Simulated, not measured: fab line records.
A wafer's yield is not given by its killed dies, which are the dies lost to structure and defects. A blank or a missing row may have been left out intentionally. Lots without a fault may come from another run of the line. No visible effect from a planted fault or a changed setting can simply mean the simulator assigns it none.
What tool caused it? || flow sfq line || 14 lots, 42 wafers sampled, at 1 step of a route of 325

== WHAT EACH GAUGE READ, for each wafer ==
No reading from a measuring or inspecting step in the record can be judged against a usual standard deviation.

== WHICH TOOL RAN EACH LOT (tool, then ch and the chambers of the sampled wafers, then the start) ==
{"lot": "L658", "SFQ_TRILAYER_I1_VIA_LITHO_EXPOSE_050": "krf scanner-02 ch 0, day 15 08:55"}
{"lot": "L661", "SFQ_TRILAYER_I1_VIA_LITHO_EXPOSE_050": "krf scanner-02 ch 0, day 16 05:19"}
{"lot": "L662", "SFQ_TRILAYER_I1_VIA_LITHO_EXPOSE_050": "krf scanner-02 ch 0, day 16 18:20"}
{"lot": "L663", "SFQ_TRILAYER_I1_VIA_LITHO_EXPOSE_050": "krf scanner-02 ch 0, day 17 01:20"}
{"lot": "L665", "SFQ_TRILAYER_I1_VIA_LITHO_EXPOSE_050": "krf scanner-02 ch 0, day 17 15:20"}
{"lot": "L666", "SFQ_TRILAYER_I1_VIA_LITHO_EXPOSE_050": "krf scanner-02 ch 0, day 18 00:08"}
{"lot": "L667", "SFQ_TRILAYER_I1_VIA_LITHO_EXPOSE_050": "krf scanner-02 ch 0, day 18 11:02"}
{"lot": "L669", "SFQ_TRILAYER_I1_VIA_LITHO_EXPOSE_050": "krf scanner-02 ch 0, day 18 18:50"}
{"lot": "L670", "SFQ_TRILAYER_I1_VIA_LITHO_EXPOSE_050": "krf scanner-02 ch 0, day 19 03:14"}
{"lot": "L671", "SFQ_TRILAYER_I1_VIA_LITHO_EXPOSE_050": "krf scanner-02 ch 0, day 19 08:02"}
{"lot": "L672", "SFQ_TRILAYER_I1_VIA_LITHO_EXPOSE_050": "krf scanner-02, day 20 03:59"}
{"lot": "L673", "SFQ_TRILAYER_I1_VIA_LITHO_EXPOSE_050": "krf scanner-02, day 20 08:59"}
{"lot": "L680", "SFQ_TRILAYER_I1_VIA_LITHO_EXPOSE_050": "krf scanner-02 ch 0, day 22 16:55"}
{"lot": "L681", "SFQ_TRILAYER_I1_VIA_LITHO_EXPOSE_050": "krf scanner-02 ch 0, day 22 21:31"}
- SFQ_TRILAYER_I1_VIA_LITHO_EXPOSE_050: exposes mask I1, target cd 500 nm.

== WHAT THE TOOLS THEMSELVES READ (means of the sampled wafers that have a number; where no wafer has one, the mark that the record gives instead) ==
SFQ_TRILAYER_I1_VIA_LITHO_EXPOSE_050.
{"lot": "L658", "tool": "krf scanner-02", "exposure dose mJ cm2": 21.288, "focus offset nm (nm)": 0.1}
{"lot": "L661", "tool": "krf scanner-02", "exposure dose mJ cm2": 21.276, "focus offset nm (nm)": 0.8}
{"lot": "L662", "tool": "krf scanner-02", "exposure dose mJ cm2": 21.319, "focus offset nm (nm)": 0.2}
{"lot": "L663", "tool": "krf scanner-02", "exposure dose mJ cm2": 21.276, "focus offset nm (nm)": 0.2}
{"lot": "L665", "tool": "krf scanner-02", "exposure dose mJ cm2": 21.305, "focus offset nm (nm)": 0.1}
{"lot": "L666", "tool": "krf scanner-02", "exposure dose mJ cm2": 21.339, "focus offset nm (nm)": -0.5}
{"lot": "L667", "tool": "krf scanner-02", "exposure dose mJ cm2": 21.295, "focus offset nm (nm)": 0.2}
{"lot": "L669", "tool": "krf scanner-02", "exposure dose mJ cm2": 21.307, "focus offset nm (nm)": 0.2}
{"lot": "L670", "tool": "krf scanner-02", "exposure dose mJ cm2": 21.308, "focus offset nm (nm)": -0.4}
{"lot": "L671", "tool": "krf scanner-02", "exposure dose mJ cm2": 21.300, "focus offset nm (nm)": -0.1}
{"lot": "L672", "tool": "krf scanner-02", "exposure dose mJ cm2": "-", "focus offset nm (nm)": "-"}
{"lot": "L673", "tool": "krf scanner-02", "exposure dose mJ cm2": "-", "focus offset nm (nm)": "-"}
{"lot": "L680", "tool": "krf scanner-02", "exposure dose mJ cm2": 21.288, "focus offset nm (nm)": -0.0}
{"lot": "L681", "tool": "krf scanner-02", "exposure dose mJ cm2": 21.299, "focus offset nm (nm)": -0.3}

== THE ANSWER, worked out from the rows above alone ==
Rule: the lots themselves supply what counts as usual. The widest of any qualifying gaps counts: lots, ordered by their means at a reading, are off when they make up no more than a third of the lots, leave a main group of 4 or more, and stand apart from it by 3 or more times the standard deviation of that group's means. A main group whose means are all the same, to the digits that the tables above print for the reading, isn't used. A lot without any number at a reading at which 4 lots or more have one is off too. Where the step has rows for the other lots, those lots are counted as sound. Order of review: gauges by route order, followed by the tools' own readings, for which a lot's mean as printed above is used. The first step at which some lot is off is used, and at that step the reading that is off furthest; a lot without a number counts as furthest.
Off, at SFQ_TRILAYER_I1_VIA_LITHO_EXPOSE_050 on exposure dose mJ cm2: L672, L673. Without a number there: L672, L673. Mean 21.300 and standard deviation 0.017 in the main group.
If a tool, at that step or one of the process steps before it, ran each lot that is off and ran no sound lot following the first of them, it fits. Of those tried, none fits.

== WHAT HAD BEEN PUT IN BY THE SIMULATOR ==
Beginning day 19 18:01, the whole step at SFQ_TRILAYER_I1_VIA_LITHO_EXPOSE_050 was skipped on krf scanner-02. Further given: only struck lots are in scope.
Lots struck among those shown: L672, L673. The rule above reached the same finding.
